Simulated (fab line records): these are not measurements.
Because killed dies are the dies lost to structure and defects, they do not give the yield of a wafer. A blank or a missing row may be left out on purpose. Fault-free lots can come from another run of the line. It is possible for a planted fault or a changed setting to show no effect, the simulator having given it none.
Which tool was responsible? / flow gf180mcu / Sampling: 13 lots, 39 wafers, 2 of 602 route steps

== WHAT THE GAUGES READ, wafer by wafer ==
GF_V3_THK_MEAS_25: measures by xrf. Usual: for V3_W_THK the level is 362 nm and the standard deviation is 5.6.
lot=L530; measured=day 22 14:52; on=filmMetro-01; V3_W_THK (nm)=362 361 365; flag=
lot=L531; measured=day 22 21:04; on=filmMetro-01; V3_W_THK (nm)=358 357 360; flag=
lot=L532; measured=day 23 03:59; on=filmMetro-03; V3_W_THK (nm)=349 355 344; flag=
lot=L533; measured=day 23 14:23; on=filmMetro-02; V3_W_THK (nm)=367 366 362; flag=
lot=L538; measured=day 25 10:14; on=filmMetro-01; V3_W_THK (nm)=361 362 366; flag=
lot=L539; measured=day 25 14:30; on=filmMetro-03; V3_W_THK (nm)=359 363 361; flag=
lot=L542; measured=day 26 15:23; on=filmMetro-02; V3_W_THK (nm)=361 364 361; flag=
lot=L544; measured=day 27 05:38; on=filmMetro-02; V3_W_THK (nm)=366 364 364; flag=
lot=L548; measured=day 28 09:56; on=filmMetro-02; V3_W_THK (nm)=356 364 362; flag=
lot=L550; measured=day 29 01:12; on=filmMetro-01; V3_W_THK (nm)=359 354 354; flag=
lot=L551; measured=day 29 06:37; on=filmMetro-03; V3_W_THK (nm)=364 358 358; flag=
lot=L552; measured=day 29 14:42; on=filmMetro-02; V3_W_THK (nm)=372 363 367; flag=
lot=L553; measured=day 29 16:59; on=filmMetro-02; V3_W_THK (nm)=360 368 369; flag=

== WHICH TOOL RAN EACH LOT (tool, then ch and the chambers of the sampled wafers, then the start) ==
lot=L530; GF_DUAL_GATE_STRIP_13=plasmaAsher-01 ch 0,1, day 8 09:41
lot=L531; GF_DUAL_GATE_STRIP_13=plasmaAsher-04 ch 0,1, day 8 14:53
lot=L532; GF_DUAL_GATE_STRIP_13=plasmaAsher-01 ch 0,1, day 8 21:47
lot=L533; GF_DUAL_GATE_STRIP_13=plasmaAsher-04 ch 0,1, day 9 05:28
lot=L538; GF_DUAL_GATE_STRIP_13=plasmaAsher-01 ch 0,1, day 10 16:01
lot=L539; GF_DUAL_GATE_STRIP_13=plasmaAsher-01 ch 0,1, day 10 21:10
lot=L542; GF_DUAL_GATE_STRIP_13=plasmaAsher-01 ch 0,1, day 11 19:08
lot=L544; GF_DUAL_GATE_STRIP_13=plasmaAsher-02 ch 0,1, day 12 08:23
lot=L548; GF_DUAL_GATE_STRIP_13=plasmaAsher-02 ch 0,1, day 13 11:34
lot=L550; GF_DUAL_GATE_STRIP_13=plasmaAsher-02 ch 0,1, day 14 01:25
lot=L551; GF_DUAL_GATE_STRIP_13=plasmaAsher-01 ch 0,1, day 14 08:13
lot=L552; GF_DUAL_GATE_STRIP_13=plasmaAsher-01 ch 1, day 14 15:53
lot=L553; GF_DUAL_GATE_STRIP_13=plasmaAsher-01 ch 0,1, day 14 22:43
- GF_DUAL_GATE_STRIP_13: strips in O2/N2.

== AS READ BY THE TOOLS THEMSELVES (means over the sampled wafers that have a number; for cases with no such wafer, the mark the record gives instead) ==
GF_DUAL_GATE_STRIP_13. Usual: drypumpMotorCurrentA 5.9 A, standard deviation 0.36; heaterPowerW 350 W, standard deviation 42; n2FlowSccm 300.0 sccm, standard deviation 0.87; oesProductAu 0.717 a.u., standard deviation 0.0047; stripTimeToEndpointS 12.64 s, standard deviation 0.031.
lot=L530; tool=plasmaAsher-01; drypumpMotorCurrentA (A)=5.7; heaterPowerW (W)=355; n2FlowSccm (sccm)=300.0; oesProductAu (a.u.)=0.719; stripTimeToEndpointS (s)=12.63; flag=
lot=L531; tool=plasmaAsher-04; drypumpMotorCurrentA (A)=6.3; heaterPowerW (W)=352; n2FlowSccm (sccm)=299.0; oesProductAu (a.u.)=0.713; stripTimeToEndpointS (s)=12.69; flag=
lot=L532; tool=plasmaAsher-01; drypumpMotorCurrentA (A)=5.8; heaterPowerW (W)=354; n2FlowSccm (sccm)=300.6; oesProductAu (a.u.)=0.722; stripTimeToEndpointS (s)=12.58; flag=
lot=L533; tool=plasmaAsher-04; drypumpMotorCurrentA (A)=6.4; heaterPowerW (W)=391; n2FlowSccm (sccm)=299.9; oesProductAu (a.u.)=0.715; stripTimeToEndpointS (s)=12.63; flag=
lot=L538; tool=plasmaAsher-01; drypumpMotorCurrentA (A)=5.7; heaterPowerW (W)=355; n2FlowSccm (sccm)=300.6; oesProductAu (a.u.)=0.713; stripTimeToEndpointS (s)=12.66; flag=
lot=L539; tool=plasmaAsher-01; drypumpMotorCurrentA (A)=5.7; heaterPowerW (W)=355; n2FlowSccm (sccm)=300.4; oesProductAu (a.u.)=0.721; stripTimeToEndpointS (s)=12.64; flag=
lot=L542; tool=plasmaAsher-01; drypumpMotorCurrentA (A)=5.8; heaterPowerW (W)=357; n2FlowSccm (sccm)=299.2; oesProductAu (a.u.)=0.719; stripTimeToEndpointS (s)=12.64; flag=
lot=L544; tool=plasmaAsher-02; drypumpMotorCurrentA (A)=6.1; heaterPowerW (W)=323; n2FlowSccm (sccm)=300.9; oesProductAu (a.u.)=0.716; stripTimeToEndpointS (s)=12.63; flag=
lot=L548; tool=plasmaAsher-02; drypumpMotorCurrentA (A)=6.1; heaterPowerW (W)=323; n2FlowSccm (sccm)=300.2; oesProductAu (a.u.)=0.720; stripTimeToEndpointS (s)=12.66; flag=
lot=L550; tool=plasmaAsher-02; drypumpMotorCurrentA (A)=6.1; heaterPowerW (W)=316; n2FlowSccm (sccm)=299.4; oesProductAu (a.u.)=0.718; stripTimeToEndpointS (s)=12.62; flag=
lot=L551; tool=plasmaAsher-01; drypumpMotorCurrentA (A)=5.7; heaterPowerW (W)=350; n2FlowSccm (sccm)=299.4; oesProductAu (a.u.)=0.717; stripTimeToEndpointS (s)=12.60; flag=
lot=L552; tool=plasmaAsher-01; drypumpMotorCurrentA (A)=5.9; heaterPowerW (W)=347; n2FlowSccm (sccm)=299.5; oesProductAu (a.u.)=0.717; stripTimeToEndpointS (s)=12.62; flag=
lot=L553; tool=plasmaAsher-01; drypumpMotorCurrentA (A)=5.7; heaterPowerW (W)=357; n2FlowSccm (sccm)=300.4; oesProductAu (a.u.)=0.717; stripTimeToEndpointS (s)=12.65; flag=

== THE ANSWER, worked out from the rows above alone ==
Rule: take the mean of a lot's wafers that have a number; if it is more than 3 standard deviations from the usual mean, the lot is off. Also off: a lot with no number at a reading for which 4 or more lots have one. Any other lot the step has rows for is counted as sound. After the gauges, taken in route order, come the tools' own readings; for these a lot's mean is taken, as printed above. At the first step where some lot is off, the reading lying furthest off is the one used; lots without a number count as furthest.
Across all readings shown, no lot is off: no conclusion can be drawn from this.

== WHAT THE SIMULATOR HAD INSERTED ==
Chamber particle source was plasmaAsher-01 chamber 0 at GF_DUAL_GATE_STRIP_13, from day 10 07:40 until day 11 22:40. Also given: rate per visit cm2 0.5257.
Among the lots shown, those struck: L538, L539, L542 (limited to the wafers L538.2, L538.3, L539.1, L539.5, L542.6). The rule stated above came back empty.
